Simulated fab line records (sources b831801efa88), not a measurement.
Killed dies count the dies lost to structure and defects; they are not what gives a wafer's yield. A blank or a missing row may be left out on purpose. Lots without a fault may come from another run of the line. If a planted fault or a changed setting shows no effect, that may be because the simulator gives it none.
8D (eight disciplines) problem report, filled in by code :: flow sky130 :: the parts of the form that need people (team, actions taken, sign-off) are left out

1. WHAT WENT WRONG
Wafers free of any fault read 68.54 ohm/sq (standard deviation 0.13) for SD_N_RS at SKY_SD_N_RS_MEAS_16, against a mean of 66.36 ohm/sq on 6 wafers of 2 lots. That is -17 standard deviations from the usual mean.
The step: measures by four-point-probe.
First observed at day 30 19:36: wafer L416.2, on filmMetro-03. The record holds 36 wafers of 12 lots with a number at this step. Rule for "out" (also "out of limits"): further than 4 standard deviations from the usual mean. The other wafers with a number count as sound.

2. WHAT THIS IS AND IS NOT
question: which readings at this step
is: SD_N_RS
is not: -

question: which lots
is: L416, L418
is not: L408, L409, L410, L424, L425, L426, L427, L428, L429, L430

question: which wafers of those lots
is: all that have a number
is not: -

question: read on which gauges
is: filmMetro-03
is not: filmMetro-02, filmMetro-04

question: when
is: from day 30 19:36
is not: up to then (9 sound wafers); but 21 sound wafers of L424, L425, L426, L427, L428, L429, L430 came after

3. THE SUSPECTS, EACH WITH WHAT RULES IT OUT
Counting: a tool at any process step up to the reading remains a suspect when it ran all the lots that are out and ran no sound lot after the first of those.
- the gauge at SKY_SD_N_RS_MEAS_16 has been ruled out. All the wafers that are out were read on filmMetro-03, but those of them that SKY_SD_N_RTA_14 has rows for are out there too, on other tools.
- rtpAnneal-01 at SKY_SD_N_RTA_14 (time 2 s): ruled out as a lasting fault. The sound lots L425, L428, L430 went through it after L416, its earliest lot that is out (day 30 19:25).
Left after counting: nothing in the record.

4. THE CAUSE (what the simulator had put in)
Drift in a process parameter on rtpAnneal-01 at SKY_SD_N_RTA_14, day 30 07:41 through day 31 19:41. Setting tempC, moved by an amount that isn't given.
The count ruled it out by mistake, since the rule takes a fault to strike every lot its tool runs from the start of the fault on, and this one did not do so.

5. THE EFFECT CHAIN, in route order
Each row: a reading where the mean over the struck wafers with a number is more than 3 standard deviations away from the usual. Readings are gone through only where the record gives a usual standard deviation; hours: the median, over the lots, of the time from a lot's start at the first step in this table giving one to that lot's start at this step; sigmas: the change measured in usual standard deviations.
hours: 0
step: SKY_SD_N_RTA_14
reading: lampPowerPct
usual: 15.74 %
on struck wafers: 15.92
change: +0.18
sigmas: +3.3

hours: 0
step: SKY_SD_N_RTA_14
reading: wafer_temp_C_max
usual: 1078.1
on struck wafers: 1089.9
change: +11.8
sigmas: +7.9

hours: 0
step: SKY_SD_N_RS_MEAS_16
reading: SD_N_RS
usual: 68.54 ohm/sq
on struck wafers: 66.36
change: -2.18
sigmas: -17

hours: 0
step: SKY_SD_N_RS_MEAS_17
reading: SD_P_RS
usual: 147.0 ohm/sq
on struck wafers: 136.8
change: -10.2
sigmas: -25
Its process steps:
- SKY_SD_N_RTA_14: time 2 s.
At these later measuring or inspecting steps, every struck wafer for which the step has a row has a number for every such reading, and none has moved that far: SKY_CONTACT_THK_MEAS_26.

6. WHAT WOULD HAVE CAUGHT IT SOONER
The first out-of-limits reading at a measuring or inspecting step in this record came at day 30 19:36, 12 hours after the fault's start at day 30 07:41.
At SKY_SD_N_RTA_14, the tool's own readings (wafer_temp_C_max) were out on each struck wafer the step has a row for, so an alarm limit on them would have fired on the first such wafer.
